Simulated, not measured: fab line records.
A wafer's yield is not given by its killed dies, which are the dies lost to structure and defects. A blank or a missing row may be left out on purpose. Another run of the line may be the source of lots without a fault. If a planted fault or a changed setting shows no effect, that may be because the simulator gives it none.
Which tool was responsible?	flow sky130	42 wafers from 14 lots sampled at 6 of the route's 708 steps

WHAT THE GAUGES READ, wafer by wafer
SKY_FIELD_ISO_THK_MEAS_04.
lot	measured	on	FIELD_ISO_CVD_03_THK (nm)
L906	day 1 14:44	film_metro-03	167.4 165.5 166.5
L907	day 1 18:55	film_metro-03	164.0 163.5 164.2
L908	day 2 00:21	film_metro-01	167.3 166.9 167.3
L909	day 2 04:31	film_metro-01	165.2 165.0 164.9
L910	day 2 09:37	film_metro-03	164.2 163.5 165.2
L912	day 2 19:33	film_metro-01	162.8 163.0 162.7
L913	day 3 01:44	film_metro-01	166.2 164.3 164.6
L914	day 3 06:35	film_metro-03	164.1 164.0 163.9
L917	day 3 21:21	film_metro-04	165.5 165.8 164.2
L920	day 4 13:10	film_metro-04	160.9 162.6 161.4
L925	day 5 15:20	film_metro-01	165.1 165.1 166.4
L926	day 5 20:44	film_metro-01	164.6 163.9 165.2
L927	day 6 01:05	film_metro-03	166.3 166.5 166.6
L929	day 6 08:41	film_metro-04	164.1 164.6 162.9

SKY_VT_ADJUST_NCORE_CD_MEAS_07: target cd 380 nm.
lot	measured	on	cd_nm (nm)
L906	day 8 14:01	cd_sem-02	380.7 381.0 379.8
L907	day 8 19:49	cd_sem-02	379.9 379.8 379.8
L908	day 9 01:10	cd_sem-02	375.9 377.7 375.0
L909	day 9 04:44	cd_sem-01	378.6 379.1 378.4
L910	day 9 15:22	cd_sem-01	377.8 377.5 378.1
L912	day 10 07:43	cd_sem-02	380.1 380.4 378.5
L913	day 10 17:25	cd_sem-01	377.0 377.0 377.0
L914	day 10 22:51	cd_sem-02	381.0 383.5 383.1
L917	day 11 21:28	cd_sem-02	383.5 381.5 381.5
L920	day 12 18:14	cd_sem-02	379.4 381.1 379.3
L925	day 14 07:38	cd_sem-02	- - -
L926	day 14 13:25	cd_sem-02	- - -
L927	day 14 20:34	cd_sem-02	378.3 377.3 377.9
L929	day 15 05:49	cd_sem-01	379.7 381.0 379.4

SKY_VT_ADJUST_HVTR_TW_MEAS_11.
lot	measured	on	VT_ADJUST_HVTR_TW
L906	day 9 11:47	film_metro-01	212.6 212.2 211.5
L907	day 9 18:32	film_metro-03	209.7 209.5 209.8
L908	day 9 23:34	film_metro-03	209.7 209.3 210.9
L909	day 10 03:26	film_metro-02	212.4 212.9 211.8
L910	day 10 14:05	film_metro-02	211.8 211.4 211.6
L912	day 11 07:01	film_metro-02	210.7 210.6 210.6
L913	day 11 17:11	film_metro-01	210.9 211.9 210.1
L914	day 11 23:52	film_metro-02	211.4 210.4 211.0
L917	day 12 22:16	film_metro-03	206.0 207.5 206.4
L920	day 13 20:25	film_metro-01	210.9 211.3 212.0
L925	day 15 11:21	film_metro-02	264.3 262.3 263.2
L926	day 15 17:07	film_metro-01	264.0 264.1 262.2
L927	day 16 01:01	film_metro-03	208.8 207.2 205.9
L929	day 16 09:37	film_metro-01	211.8 212.0 213.1

SKY_VT_ADJUST_PCH_TW_MEAS_10.
lot	measured	on	VT_ADJUST_PCH_TW
L906	day 10 10:31	film_metro-04	143.3 142.6 143.5
L907	day 10 16:37	film_metro-02	143.9 143.3 143.1
L908	day 10 22:50	film_metro-01	143.2 143.5 142.5
L909	day 11 01:49	film_metro-01	143.0 143.4 142.9
L910	day 11 12:46	film_metro-02	142.8 141.8 142.4
L912	day 12 07:16	film_metro-04	143.8 142.5 144.0
L913	day 12 17:20	film_metro-02	142.4 142.6 142.5
L914	day 13 00:26	film_metro-02	143.8 142.3 143.0
L917	day 13 23:56	film_metro-02	143.8 142.0 142.7
L920	day 14 21:14	film_metro-02	142.1 141.9 142.5
L925	day 16 15:14	film_metro-04	231.1 231.4 232.0
L926	day 16 20:32	film_metro-02	229.0 229.7 228.1
L927	day 17 05:16	film_metro-02	141.7 143.0 142.4
L929	day 17 14:19	film_metro-04	143.1 142.9 143.6

SKY_SD_N_TW_MEAS_12.
lot	measured	on	SD_N_TW
L906	day 27 11:22	film_metro-04	4016 4005 4012
L907	day 27 22:47	film_metro-02	3996 3983 3979
L908	day 28 04:16	film_metro-02	3924 3942 3958
L909	day 28 13:17	film_metro-04	4017 4033 4030
L910	day 29 00:43	film_metro-02	3950 3970 3982
L912	day 30 20:02	film_metro-02	3960 3964 3978
L913	day 30 23:34	film_metro-02	3978 3965 3978
L914	day 30 17:52	film_metro-04	3993 3980 3980
L917	day 31 21:08	film_metro-04	4002 3976 3999
L920	day 32 21:16	film_metro-04	3999 3974 3982
L925	day 34 13:08	film_metro-02	3949 3975 3951
L926	day 34 19:17	film_metro-04	4038 4025 4034
L927	day 35 02:17	film_metro-01	4036 4047 4044
L929	day 35 06:13	film_metro-02	3950 3960 3968

TOOL THAT RAN EACH LOT (tool first, then ch and the chambers of the sampled wafers, then the start)
lot	SKY_VT_ADJUST_NCORE_COAT_02
L906	litho_track-02 ch 0, day 8 03:28
L907	litho_track-02 ch 0, day 8 09:58
L908	litho_track-01 ch 0, day 8 14:35
L909	litho_track-01 ch 0, day 8 17:59
L910	litho_track-02 ch 0, day 9 04:07
L912	litho_track-01 ch 0, day 9 20:40
L913	litho_track-03 ch 0, day 10 06:08
L914	litho_track-01 ch 0, day 10 11:32
L917	litho_track-01 ch 0, day 11 08:46
L920	litho_track-02 ch 0, day 12 06:24
L925	litho_track-01, day 13 20:23
L926	litho_track-01, day 14 01:40
L927	litho_track-01 ch 0, day 14 07:22
L929	litho_track-02 ch 0, day 14 15:40
- SKY_VT_ADJUST_NCORE_COAT_02: resist thk 1140 nm.

WHAT THE TOOLS THEMSELVES READ (means of the sampled wafers that have a number; where no wafer has one, the mark that the record gives instead)
SKY_VT_ADJUST_NCORE_COAT_02.
lot	tool	chill_plate_temp_C (C)	dispense_pressure_kPa (kPa)
L906	litho_track-02	23.14	50.6
L907	litho_track-02	22.99	50.7
L908	litho_track-01	23.23	55.9
L909	litho_track-01	23.29	55.9
L910	litho_track-02	23.05	50.6
L912	litho_track-01	23.00	55.9
L913	litho_track-03	22.98	51.2
L914	litho_track-01	22.87	55.9
L917	litho_track-01	23.01	55.9
L920	litho_track-02	22.99	50.6
L925	litho_track-01	-	-
L926	litho_track-01	-	-
L927	litho_track-01	23.10	55.9
L929	litho_track-02	22.98	50.7

THE ANSWER, worked out from the rows above alone
Rule: the lots themselves supply what counts as usual. The widest of any qualifying gaps counts: lots, ordered by their means at a reading, are off when they make up no more than a third of the lots, leave a main group of 4 or more, and stand apart from it by 3 or more times the standard deviation of that group's means. The tables above print the reading to a certain number of digits; a main group whose means all agree to those digits is not used. Also off: a lot with no number at a reading for which 4 or more lots have one. The other lots that the step has rows for count as sound. The gauges are gone through in route order, then the tools' own readings, and for those a lot's mean is taken as printed above. The first step at which some lot is off is used, and at that step the reading that is off furthest; a lot without a number counts as furthest.
Off, at SKY_VT_ADJUST_NCORE_CD_MEAS_07 on cd_nm: L925, L926. Without a number there: L925, L926. Main group: mean 379.4 nm, sd 1.9.
If a tool, at a process step before that reading, ran all the lots that are off and no sound lot after the first of them, it fits. The gauges at SKY_VT_ADJUST_NCORE_CD_MEAS_07 aren't tried: what is off there is off at SKY_VT_ADJUST_HVTR_TW_MEAS_11 too, on other tools, and a gauge's error can't cause that. Not one of the candidates tried fits.

WHAT HAD BEEN PUT IN BY THE SIMULATOR
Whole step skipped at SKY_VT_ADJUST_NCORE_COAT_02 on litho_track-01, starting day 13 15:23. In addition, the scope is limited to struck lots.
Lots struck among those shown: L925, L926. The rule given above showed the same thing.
